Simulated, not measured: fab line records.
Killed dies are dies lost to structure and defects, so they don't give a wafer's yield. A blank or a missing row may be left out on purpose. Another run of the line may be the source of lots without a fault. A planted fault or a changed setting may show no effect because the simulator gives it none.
fab line records + flow sky130
record
- lots=5
- wafers=15
- lastDay=50
route steps=708 shown LOCAL_INTERCONNECT@391 CONTACT@406 PAD_OPEN@708
lots with no fault: from the same line, run without faults
startH: start of the lot's first displayed wafer, in hours after the record's first day + waitH: how many hours have passed since the lot's step before this one + " as in the row above + L1.1+2: several wafers, shown together as one row + - no value, or no start given + * or withheld: withheld + < > ~ a bound
route shown NAME@n: a module of which the file shows steps, and the number in the route of the first + usual: mean/standard deviation taken from wafers without a fault + same: alike in all rows + chamber/n: place in a boat + sites: the reading at each site + _std_site: the values' standard deviation + _edge_site: outer sites' mean less inner sites' + radiusMm: how far each site lies from the wafer's centre + mask NAME#n: copy n + behind: tool/chamber where the wafer was last shaped + hold: cause of the lot's hold/its duration in hours/its outcome + device: whichever transistor did not switch (one of n, p or np) + end of line: at the end of the route, the tests of the same wafers + where a step has no rows: the recipe by itself + killed: dies that structure and defects cost at the first sort, which is not the same as the wafer's yield + map: shows each die of a wafer: x if killed, . if not, _ if none is there
set.NAME: the setting the step ran with; set.NAME@STEP: the setting that earlier step ran with + model.NAME: the simulator's own value behind a step, which no gauge read
lots at some steps of the route; a table a step, a row a wafer
## steps
# step SKY_LOCAL_INTERCONNECT_HMDS_04
# recipe
- primeTimeS=60
- primeTempC=120
# step SKY_LOCAL_INTERCONNECT_COAT_05
# recipe
- resist=BARC
- tempC=withheld
- timeS=withheld
- spinRpm=3000
- resistThkNm=60
# step SKY_LOCAL_INTERCONNECT_COAT_06
# recipe
- resist=KrF-thick
- spinRpm=3000
- resistThkNm=450
# step SKY_LOCAL_INTERCONNECT_SOFTBAKE_07
# recipe
- tempC=100
- timeS=90
- resist=KrF-thick
# step SKY_LOCAL_INTERCONNECT_EXPOSE_08
# recipe
- maskId=LI1M
- na=0.8
- sourceShape=annular
- sigmaInner=0.55
- sigmaOuter=0.85
- targetCdNm=170
- doseMj=28
# step SKY_LOCAL_INTERCONNECT_PEB_09
# recipe
- pebTempC=withheld
- pebTimeS=withheld
- resist=KrF-thick
# step SKY_LOCAL_INTERCONNECT_DEVELOP_10
# recipe
- developTimeS=60
- resist=KrF-thick
- devTempC=21
# step SKY_LOCAL_INTERCONNECT_ETCH_13
# recipe
- chemistry=N2/H2
- target=BARC
- ionEnergyEv=200
- biasW=100
- pressureMtorr=30
- n2FlowSccm=100
- h2FlowSccm=200
- icpW=500
- stopOn=SiO2
- timeS=45.9
- targetDepthA=600
# step SKY_LOCAL_INTERCONNECT_METAL_ETCH_14
# recipe
- targetDepthNm=110
- stopOn=PSG
- chemistry=Cl2/BCl3
- target=TiN
- resistSidewallDeg=88
- pressureMtorr=10
- icpW=900
- biasW=48.5
- Cl2_flow_sccm=60
- bcl3FlowSccm=30
- timeS=31.4
# step SKY_LOCAL_INTERCONNECT_STRIP_15
# recipe
- chemistry=O2/N2
- powerW=1400
- pressureMtorr=1500
- platenTempC=withheld
- o2FlowSccm=3000
- n2FlowSccm=300
- overashFraction=0.5
# step SKY_LOCAL_INTERCONNECT_STRIP_16
# recipe
- chemistry=postEtchResidueRemover
- timeS=1200
- tempC=72.5
| lot.wafer  | tool        | chamber | startH | waitH |
|------------|-------------|---------|--------|-------|
| L999.1+2+4 | wetBench-04 | 2       | 723.03 | 0.1   |
| L108.1+2+3 | wetBench-03 | 2       | 784.28 | 0.1   |
| L115.1+4+6 | wetBench-03 | 2       | 841.73 | 0.1   |
| L116.2+4+6 | wetBench-03 | 0       | 847.98 | 0.1   |
| L119.2+3+6 | wetBench-03 | 3       | 868.23 | 0.1   |
# step SKY_LOCAL_INTERCONNECT_CLEAN_17
# recipe
- chemistry=IPA
- timeS=180
- tempC=25
# step SKY_LOCAL_INTERCONNECT_CLEAN_18
# recipe
- chemistry=O3/DIW
- dry=n2Spin
# step SKY_CONTACT_CVD_00
# recipe
- material=Si3N4
- targetThkNm=75
- tempC=400
- timeS=withheld
- rfW=450
# step SKY_CONTACT_HDPCVD_02
# recipe
- material=SiO2
- targetThkNm=565
- sigmaOpenFrac=0.3
- timeS=94.2
- tempC=600
- sih4FlowSccm=60
- pressureMtorr=6
# step SKY_CONTACT_CMP_04
# recipe
- material=SiO2
- downForcePsi=4
- platenRpm=60
- padVelocityMS=0.94248
# step SKY_CONTACT_DEHYDRATE_06
# recipe
- tempC=200
- timeS=60
# step SKY_CONTACT_HMDS_07
# recipe
- primeTimeS=60
- primeTempC=120
# step SKY_CONTACT_COAT_08
# recipe
- resist=BARC
- tempC=withheld
- timeS=withheld
- spinRpm=3000
- resistThkNm=60
# step SKY_CONTACT_COAT_09
# recipe
- resist=KrF-thick
- spinRpm=3000
- resistThkNm=450
# step SKY_CONTACT_SOFTBAKE_10
# recipe
- tempC=100
- timeS=90
- resist=KrF-thick
# step SKY_CONTACT_EXPOSE_11
# recipe
- maskId=CTM1
- na=0.8
- sourceShape=annular
- sigmaInner=0.55
- sigmaOuter=0.85
- targetCdNm=170
- doseMj=38
# step SKY_CONTACT_PEB_12
# recipe
- pebTempC=withheld
- pebTimeS=withheld
- resist=KrF-thick
# step SKY_CONTACT_DEVELOP_13
# recipe
- developTimeS=60
- resist=KrF-thick
- devTempC=21
# step SKY_CONTACT_ETCH_16
# recipe
- chemistry=N2/H2
- target=BARC
- ionEnergyEv=200
- sourceW=500
- biasW=100
- pressureMtorr=30
- n2FlowSccm=100
- h2FlowSccm=200
- stopOn=SiO2
- timeS=45.9
- targetDepthA=600
# step SKY_CONTACT_ETCH_17
# recipe
- target=SiO2
- chemistry=C4F8/O2/Ar
- stopOn=Si3N4
- maskMaterial=KrF-thick
- sourceW=1500
- biasW=1200
- pressureMtorr=40
- c4f8FlowSccm=withheld
- O2_flow_sccm=6
- Ar_flow_sccm=300
- timeS=withheld
- targetDepthA=3400
# step SKY_CONTACT_ETCH_18
# recipe
- target=Si3N4
- chemistry=CHF3/O2
- stopOn=TiN
- sourceW=600
- biasW=200
- pressureMtorr=40
- chf3FlowSccm=50
- O2_flow_sccm=5
- timeS=39
- targetDepthA=750
# step SKY_CONTACT_STRIP_19
# recipe
- chemistry=O2/N2
- powerW=1400
- pressureMtorr=1500
- platenTempC=withheld
- o2FlowSccm=3000
- n2FlowSccm=300
- overashFraction=0.5
# step SKY_CONTACT_STRIP_20
# recipe
- chemistry=postEtchResidueRemover
- timeS=1200
- tempC=72.5
# step SKY_CONTACT_CLEAN_21
# recipe
- chemistry=IPA
- timeS=180
- tempC=25
# step SKY_CONTACT_CLEAN_22
# recipe
- chemistry=O3/DIW
- dry=n2Spin
# step SKY_CONTACT_SPUTTER_23
# recipe
- material=TiN
- targetThkNm=20
- chamberPressurePa=5
- powerW=4000
- timeS=80
# step SKY_CONTACT_CVD_24
# recipe
- material=W
- targetThkNm=340
- timeS=102.12
- tempC=400
- pressureTorr=40
# step SKY_PAD_OPEN_PROBE_99
# usual
- killed_at_M0_to_M3=43/7.6
- killed_at_M4_up=2.9/1.7
- killedAtContacts=24/5.5
- killedAtFrontEnd=15/4.2
- killedAtOther=0.3/0.52
- killedDies=86/9.4
- killedOpen=47/7
- killedShort=39/6.4
# same
- grossDies=492
- killedAtBackSide=0
| lot.wafer | tool      | chamber | startH  | waitH | killed_at_M0_to_M3 | killed_at_M4_up | killedAtContacts | killedAtFrontEnd | killedAtOther | killedDies | killedOpen | killedShort |
|-----------|-----------|---------|---------|-------|--------------------|-----------------|------------------|------------------|---------------|------------|------------|-------------|
| L115.1    | prober-01 | -       | 1176.88 | 0.1   | 52                 | 0               | 57               | 14               | 0             | 123        | 53         | 30          |
| L115.4    | prober-01 | -       | 1177.03 | 0.2   | 35                 | 3               | 59               | 12               | 0             | 109        | 39         | 30          |
| L115.6    | prober-01 | -       | 1177.13 | 0.2   | 41                 | 0               | 58               | 11               | 0             | 110        | 40         | 33          |
| L116.2    | prober-02 | -       | 1179.83 | 0.1   | 39                 | 2               | 65               | 10               | 0             | 116        | 42         | 31          |
| L116.4    | prober-02 | -       | 1179.93 | 0.2   | 34                 | 2               | 63               | 15               | 0             | 114        | 43         | 32          |
| L116.6    | prober-02 | -       | 1180.03 | 0.2   | 34                 | 1               | 70               | 11               | 0             | 116        | 47         | 30          |
| L119.2    | prober-01 | -       | 1192.15 | 0.1   | 49                 | 4               | 65               | 8                | 0             | 126        | 45         | 45          |
| L119.3    | prober-01 | -       | 1192.20 | 0.2   | 35                 | 0               | 61               | 17               | 0             | 113        | 39         | 39          |
| L119.6    | prober-01 | -       | 1192.35 | 0.2   | 41                 | 7               | 56               | 15               | 1             | 120        | 37         | 44          |
# killed by level:class
L115.1 LOCAL_INTERCONNECT:unspecified=40 VIA1:geometricParticle:open=19 VIA2:geometricParticle:open=7 CONTACT:geometricParticle:open=6 VIA1:geometricParticle:short=5 FIELD_ISO:geometricParticle:open=4 LI_CONTACT:geometricParticle:open=4 METAL1:geometricParticle:short=4
L115.4 LOCAL_INTERCONNECT:unspecified=40 CONTACT:geometricParticle:open=12 VIA3:geometricParticle:open=9 VIA1:geometricParticle:open=6 VIA1:geometricParticle:short=5 POLY_GATE:geometricParticle:open=4 FIELD_ISO:geometricParticle:short=3 POLY_GATE:geometricParticle:short=3
L115.6 LOCAL_INTERCONNECT:unspecified=37 VIA1:geometricParticle:open=8 CONTACT:geometricParticle:open=7 VIA1:geometricParticle:short=6 LI_CONTACT:geometricParticle:open=6 VIA2:geometricParticle:open=6 METAL2:geometricParticle:short=5 CONTACT:geometricParticle:short=4
L116.2 LOCAL_INTERCONNECT:unspecified=43 CONTACT:geometricParticle:open=11 VIA1:geometricParticle:open=9 VIA3:geometricParticle:open=7 VIA1:geometricParticle:short=6 FIELD_ISO:geometricParticle:short=5 LOCAL_INTERCONNECT:geometricParticle:short=5 VIA2:geometricParticle:open=5
L116.4 LOCAL_INTERCONNECT:unspecified=39 VIA1:geometricParticle:open=9 CONTACT:geometricParticle:open=8 VIA2:geometricParticle:open=7 FIELD_ISO:geometricParticle:short=5 CONTACT:geometricParticle:short=5 VIA3:geometricParticle:open=5 FIELD_ISO:geometricParticle:open=4
L116.6 LOCAL_INTERCONNECT:unspecified=39 CONTACT:geometricParticle:open=13 VIA1:geometricParticle:open=11 LI_CONTACT:geometricParticle:open=7 METAL1:geometricParticle:short=5 VIA3:geometricParticle:short=4 LOCAL_INTERCONNECT:geometricParticle:short=4 CONTACT:geometricParticle:short=4
L119.2 LOCAL_INTERCONNECT:unspecified=36 VIA3:geometricParticle:open=11 LOCAL_INTERCONNECT:geometricParticle:short=8 CONTACT:geometricParticle:open=8 VIA1:geometricParticle:open=7 METAL2:geometricParticle:short=6 VIA2:geometricParticle:open=6 FIELD_ISO:geometricParticle:short=4
L119.3 LOCAL_INTERCONNECT:unspecified=35 CONTACT:geometricParticle:open=8 METAL2:geometricParticle:short=8 LOCAL_INTERCONNECT:geometricParticle:short=7 VIA3:geometricParticle:open=7 FIELD_ISO:geometricParticle:open=6 LI_CONTACT:geometricParticle:open=5 VIA2:geometricParticle:open=5
L119.6 LOCAL_INTERCONNECT:unspecified=39 METAL2:geometricParticle:short=7 VIA3:geometricParticle:open=7 METAL1:geometricParticle:short=6 POLY_GATE:geometricParticle:short=4 POLY_GATE:geometricParticle:open=4 CONTACT:geometricParticle:short=4 VIA1:geometricParticle:open=4
# map L115.1 (x killed, . not)
__________x.xx.....x_________
________xxxxx.x....xx._______
______xxxxxxx..........._____
_____xxxxxxxxx....x.....x____
____x.xxxxxxxx.x..........___
___x...xxxxxx..............__
__.....x.xxx...x.......x...._
_...........xx...........x...
_..x............xx...xx..x.xx
_......x..........x..........
_................x...........
_.x.x..x.xx............x.....
_..xx.......x.x....x....x....
_.x....xxx.....xx...x.x...x..
_......x.......x..x......x...
__......x..xx.xxx.xxx......._
___....x....x..x....x..x.xx__
____.......x......x..x...x___
_____..x............x....____
______...x.x.xx.x.x....._____
________....x........._______
__________..x.x....._________
# map L116.2 (x killed, . not)
__________.........._________
________.............._______
______....xx.x..x..x...._____
_____x.........x...x.....____
____x..xxxxx.............x___
___.....xxxxxxx...x........__
__....xxxxxxxxxxx..x..xx...._
_...x..xxxxxxxxx..x..x....x.x
_.....xxxxxxxx...x...........
_x.x...x.x...x.x.....x..xx...
_.......x.x..x.....x...x.....
_.xx........xx.x.......x..x..
_......x.......x.............
_................x...........
_.............x........x.....
__xx.x....x................._
___....x......x.xx...x...x.__
____.....x.x.x.......x....___
_____..............x.x.x.____
______...xx...xx..x....._____
________x.....xx.x..x._______
__________.xx.....x._________
## key
firstSign
- step=SKY_PAD_OPEN_PROBE_99
- reading=killedAtContacts
- direction=up
- sigmas=6.8
- usual=24
- struck=62
effect
- step=SKY_PAD_OPEN_PROBE_99
- reading=killedDies
- direction=up
- sigmas=3.2
- usual=86
- struck=116
metAt SKY_LOCAL_INTERCONNECT_STRIP_16
struckWafers L115.1,L115.4,L115.6,L116.2,L116.4,L116.6,L119.2,L119.3,L119.6
testerLeftOut L115,L116,L119
onsetBetween 784.28 841.73
alsoFits time
fault
- kind=chamberParticleSource
- tool=wetBench-03
- chamber=-
- onsetH=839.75
- steps=SKY_LOCAL_INTERCONNECT_STRIP_16
- ratePerVisitCm2=0.40897
- endH=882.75
# testerLeftOut: of these lots the tester's yield and bins aren't shown, on N5 and GAA mostly nor the transistor test; their killed dies are dies lost to structure and defects alone, not to doping, threshold or leakage, so they don't give the yield
